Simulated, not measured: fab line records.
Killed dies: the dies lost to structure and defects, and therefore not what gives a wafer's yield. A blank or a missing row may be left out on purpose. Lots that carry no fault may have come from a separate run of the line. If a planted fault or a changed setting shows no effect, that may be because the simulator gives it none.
Problem report in the 8D (eight disciplines) form, filled by code ; flow gf180mcu ; the parts of the form that need people (team, actions taken, sign-off) are left out

1. WHAT WENT WRONG
SALICIDE_TIN_RS at GF_SALICIDE_RS_MEAS_04 reads a mean of 18.30 ohm/sq on 2 wafers of 2 lots; wafers without a fault read 16.40 ohm/sq with a standard deviation of 0.3. That is +6.4 standard deviations from the usual mean.
The step: measures by four-point-probe.
Seen first at day 20 08:22 on film-metro-01, wafer L701.2. Wafers with a number at this step in the record: 40, from 14 lots. Rule for "out", or "out of limits": more than 4 standard deviations from the usual mean. The other wafers with a number count as sound.

2. WHAT IT IS, AND WHAT IT ISN'T
question;is;is not
which readings at this step;SALICIDE_TIN_RS;-
which lots;L701, L703;L687, L688, L690, L691, L692, L693, L694, L695, L707, L708, L709, L710
which wafers of those lots;L701.2, L703.2;L701.6, L703.1
read on which gauges;film-metro-01;film-metro-02, film-metro-03
when;from day 20 08:22;"up to then (25 sound wafers); but 13 sound wafers of L703, L707, L708, L709, L710 came after"

3. SUSPECTS, AND WHAT RULES EACH OUT
Counting: any tool at a process step up to the reading remains a suspect provided it ran every lot that is out. Sound lots after the first of them don't rule it out here, since some wafers of a struck lot are sound.
- the gauge at GF_SALICIDE_RS_MEAS_04: kept. All the wafers that are out were read on film-metro-01, and no step on other tools shows them out.
- pvd-sputter-02 at GF_SALICIDE_SPUTTER_02 (material Co, target thk 10 nm, time 20 s): kept. Ran every lot that is out, first one L701 (day 20 08:18); last sound lot up to then L688 (day 15 08:22).
Left after counting: pvd-sputter-02 at GF_SALICIDE_SPUTTER_02, film-metro-01 at GF_SALICIDE_RS_MEAS_04.

4. THE CAUSE (what the simulator had put in)
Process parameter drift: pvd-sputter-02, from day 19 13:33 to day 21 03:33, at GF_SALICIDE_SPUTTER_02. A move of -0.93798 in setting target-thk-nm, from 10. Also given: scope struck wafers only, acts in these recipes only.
2 suspects survive the count, and this tool is in that group.

5. THE EFFECT CHAIN, in route order
Each row: a reading where the mean over the struck wafers with a number is more than 3 standard deviations away from the usual. Scope: only readings with a usual standard deviation given in the record; hours: median across lots of the time from each lot's start at the first step in this table that gives one to its start at this step; sigmas: change in usual standard deviations.
hours;step;reading;usual;on struck wafers;change;sigmas
0;GF_SALICIDE_RS_MEAS_04;SALICIDE_TIN_RS;16.40 ohm/sq;18.30;+1.91;+6.4
At these later measuring or inspecting steps, every struck wafer for which the step has a row has a number for every such reading, and none has moved that far: GF_CONTACT_THK_MEAS_03.

6. HOW IT WOULD HAVE BEEN CAUGHT EARLIER
19 hours passed between the start of the fault at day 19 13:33 and the first reading out of limits at a measuring or inspecting step in this record, taken at day 20 08:22.
Of the tool readings at GF_SALICIDE_SPUTTER_02 for which the record gives a usual standard deviation, none was out on any struck wafer, so an alarm limit of 4 standard deviations on them would not have fired.
Of the lots that are out (2), L703 began GF_SALICIDE_SPUTTER_02 on pvd-sputter-02 after day 20 08:22. A hold on the tool at that time would have spared it.
